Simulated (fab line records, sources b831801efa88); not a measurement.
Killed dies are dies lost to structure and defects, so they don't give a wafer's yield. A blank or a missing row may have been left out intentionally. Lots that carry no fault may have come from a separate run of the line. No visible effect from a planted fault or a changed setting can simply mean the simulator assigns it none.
A struck lot beside a sound one | flow sky130 | 16 steps out of a route of 708
Sound: the wafers L555.1, L555.3, L555.6. Struck: wafer L565.3 (L565.2, L565.4, from the same lot, were not struck and are left out); the cause is given at the end.
At each step with rows: each side's tool, then ch and its chambers, then its first start. Under that, the readings that differ: sound wafers | struck wafers | difference of the means | sigmas: that difference in standard deviations of wafers without a fault.
alike: readings whose means differ by less than 2 such deviations, and words and numbers that are the same on both sides. not compared: withheld readings, readings that some wafer has no value for, bounds like >300 that may hide the same value, and numbers for which the record gives no deviation and whose values overlap.
The two part at a step that has a row with sigmas, a row that says differs or no value, or rows on one side only. Numbers that have no deviation but don't overlap get no sigmas and don't part them. Lack of a reading on every wafer of one side parts them only where that side has two or more wafers.

SKY_VIA3_BOW_MEAS_03:
  sound on film_metro-01 at day 39 18:31; struck on film_metro-01 at day 42 19:41
  alike: VIA3_BOW
then, 8 steps without rows for these wafers: SKY_VIA3_DEHYDRATE_04 (time 60 s); SKY_VIA3_HMDS_05 (prime time 60 s); SKY_VIA3_COAT_06 (resist thk 60 nm); SKY_VIA3_COAT_07 (resist thk 450 nm); SKY_VIA3_SOFTBAKE_08 (time 90 s); SKY_VIA3_EXPOSE_09 (exposes mask VIM3, target cd 200 nm); SKY_VIA3_PEB_10; SKY_VIA3_DEVELOP_11 (develop time 60 s).
SKY_VIA3_CD_MEAS_12: the cd target is 200 nm.
  sound on cd_sem-01 at day 40 18:33; struck on cd_sem-02 at day 43 18:25
  alike: cd_nm
SKY_VIA3_OVL_MEAS_13:
  sound on overlay-01 at day 40 18:40; struck on overlay-01 at day 43 18:31
  alike: VIA3_OVL
SKY_VIA3_ETCH_14: etches BARC in N2/H2, stops on SiO2, time 45.9 s, target depth 60 nm.
  sound on rie_diel-04 ch 2,3, day 40 18:42; struck on rie_diel-04 ch 2, day 43 18:33
  alike: drypump_motor_current_A, oes_product_au, rf_fwd_power_W, throttle_valve_pct
  not compared: rf_hours_counter_h
SKY_VIA3_ETCH_15: etches SiO2 in C4F8/O2/Ar, stops on TiN, target depth 507 nm, time 78 s.
  sound on rie_diel-04 ch 2,3, day 40 18:45; struck on rie_diel-04 ch 2, day 43 18:37
  reading                                     | sound            | struck | difference | sigmas
  rf_fwd_power_W (W)                          | 1485 1485 1486   | 1733   | +248       | +46
  model.KrF-thick_of_VIA3_COAT_07.thk_nm (nm) | 289 289.2 290.3  | 284.4  | -5.1       |
  model.TiN_of_METAL3_SPUTTER_04.thk_nm (nm)  | 70.1 70.72 70.76 | 69.31  | -1.22      |
  alike: oes_product_au
  not compared: rf_hours_counter_h
SKY_VIA3_STRIP_16: strips in O2/N2.
  sound on plasma_asher-02 ch 0,1, day 40 18:49; struck on plasma_asher-04 ch 0, day 43 18:43
  alike: drypump_motor_current_A, oes_product_au, strip_time_to_endpoint_s
  not compared: rf_hours_counter_h
then, 2 steps without rows for these wafers: SKY_VIA3_STRIP_17 (strips in post etch residue remover, time 1200 s); SKY_PAD_OPEN_PROBE_99.

WHERE THEY PART
Only at SKY_VIA3_ETCH_15, as far as this record shows. Later steps at which nothing parts them and some readings are alike: SKY_VIA3_STRIP_16.

WHY: what had been put in by the simulator
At SKY_VIA3_ETCH_15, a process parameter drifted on rie_diel-04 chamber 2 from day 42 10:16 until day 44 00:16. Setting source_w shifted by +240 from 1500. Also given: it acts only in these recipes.
